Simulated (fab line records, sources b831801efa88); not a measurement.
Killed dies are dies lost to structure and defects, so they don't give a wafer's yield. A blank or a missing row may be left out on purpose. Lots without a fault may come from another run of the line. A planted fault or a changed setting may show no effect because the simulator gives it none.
Tool commonality check | flow gf180mcu | 14 lots, 42 wafers sampled

WHY IT WAS OPENED
At GF_STI_THK_MEAS_30 the reading STI_OXIDATION_02_THK is flagged on 3 of 14 lots. Wafers without a fault read 10.09 nm, standard deviation 0.15.
Rule: a lot is flagged when every wafer of it that has a number lies more than 4 standard deviations from that mean, or none has a number. The other lots count as sound.

lot  | measured    | on            | STI_OXIDATION_02_THK (nm), wafer by wafer | flag
L141 | day 2 06:22 | film_metro-03 | 9.89 10.08 10.03                          |
L142 | day 2 11:25 | film_metro-02 | 10.09 10.23 10.01                         |
L143 | day 2 18:52 | film_metro-04 | 10.09 10.19 10.19                         |
L146 | day 3 07:29 | film_metro-03 | 7.40 7.33 7.39                            | FLAGGED
L147 | day 3 13:50 | film_metro-03 | 7.56 7.43 7.53                            | FLAGGED
L148 | day 3 20:35 | film_metro-04 | 7.46 7.33 7.16                            | FLAGGED
L157 | day 6 00:05 | film_metro-03 | 9.92 10.08 9.94                           |
L156 | day 6 00:06 | film_metro-02 | 9.73 9.76 9.72                            |
L158 | day 6 11:35 | film_metro-03 | 10.25 9.99 10.31                          |
L159 | day 6 11:38 | film_metro-03 | 10.22 9.90 10.23                          |
L160 | day 6 18:02 | film_metro-04 | 9.85 9.81 9.92                            |
L161 | day 6 18:02 | film_metro-02 | 10.09 10.06 10.12                         |
L163 | day 7 01:09 | film_metro-02 | 9.79 9.90 9.96                            |
L162 | day 7 01:10 | film_metro-04 | 10.19 10.23 10.22                         |
The numbers of the flagged lots are 7.40 nm on average: -2.69 nm against the usual, or -18 standard deviations.

WHICH TOOL RAN EACH LOT
The record holds 1 process step before the reading, out of a route of 602 steps. In each cell: the tool, then ch and the chambers that the sampled wafers went through, then the start.
lot  | flag    | GF_STI_OXIDATION_29
L141 |         | furnace-02 ch 0, day 2 04:58
L142 |         | furnace-02 ch 0, day 2 10:01
L143 |         | furnace-02 ch 0, day 2 17:28
L146 | FLAGGED | furnace-01 ch 0, day 3 06:05
L147 | FLAGGED | furnace-01 ch 0, day 3 12:26
L148 | FLAGGED | furnace-01 ch 0, day 3 19:11
L157 |         | furnace-02 ch 0, day 5 22:41
L156 |         | furnace-02 ch 0, day 5 22:41
L158 |         | furnace-01 ch 0, day 6 10:08
L159 |         | furnace-01 ch 0, day 6 10:08
L160 |         | furnace-01 ch 0, day 6 16:37
L161 |         | furnace-01 ch 0, day 6 16:37
L163 |         | furnace-01 ch 0, day 6 23:45
L162 |         | furnace-01 ch 0, day 6 23:45
What these steps do:
- GF_STI_OXIDATION_29: stabilise 600 s, purge 300 s, target thk 10 nm.
- GF_STI_THK_MEAS_30

FLAGGED OVER TOTAL, TOOL BY TOOL (the gauges that took the reading come last)
step                | tool          | lots run | flagged | share of the flagged lots | sound lots run after its first flagged lot
GF_STI_OXIDATION_29 | furnace-01    | 9        | 3       | all                       | 6 (L158,L159,L160,L161,L162,L163)
GF_STI_OXIDATION_29 | furnace-02    | 5        | 0       | none                      | -
GF_STI_THK_MEAS_30  | film_metro-02 | 4        | 0       | none                      | -
GF_STI_THK_MEAS_30  | film_metro-03 | 6        | 2       | some                      | 3 (L157,L158,L159)
GF_STI_THK_MEAS_30  | film_metro-04 | 4        | 1       | some                      | 2 (L160,L162)

WHAT THE TABLE ALLOWS
1 row of the table ran every flagged lot: furnace-01 at GF_STI_OXIDATION_29.
- furnace-01 at GF_STI_OXIDATION_29: 3 of its 9 lots flagged. Sound lots ran on it after the first flagged one (L158, L159, L160, L161, L162, L163), which a lasting fault on the whole tool wouldn't allow.
No row of the table ran every flagged lot and no sound lot after the first.

WHAT THE SIMULATOR HAD PUT IN
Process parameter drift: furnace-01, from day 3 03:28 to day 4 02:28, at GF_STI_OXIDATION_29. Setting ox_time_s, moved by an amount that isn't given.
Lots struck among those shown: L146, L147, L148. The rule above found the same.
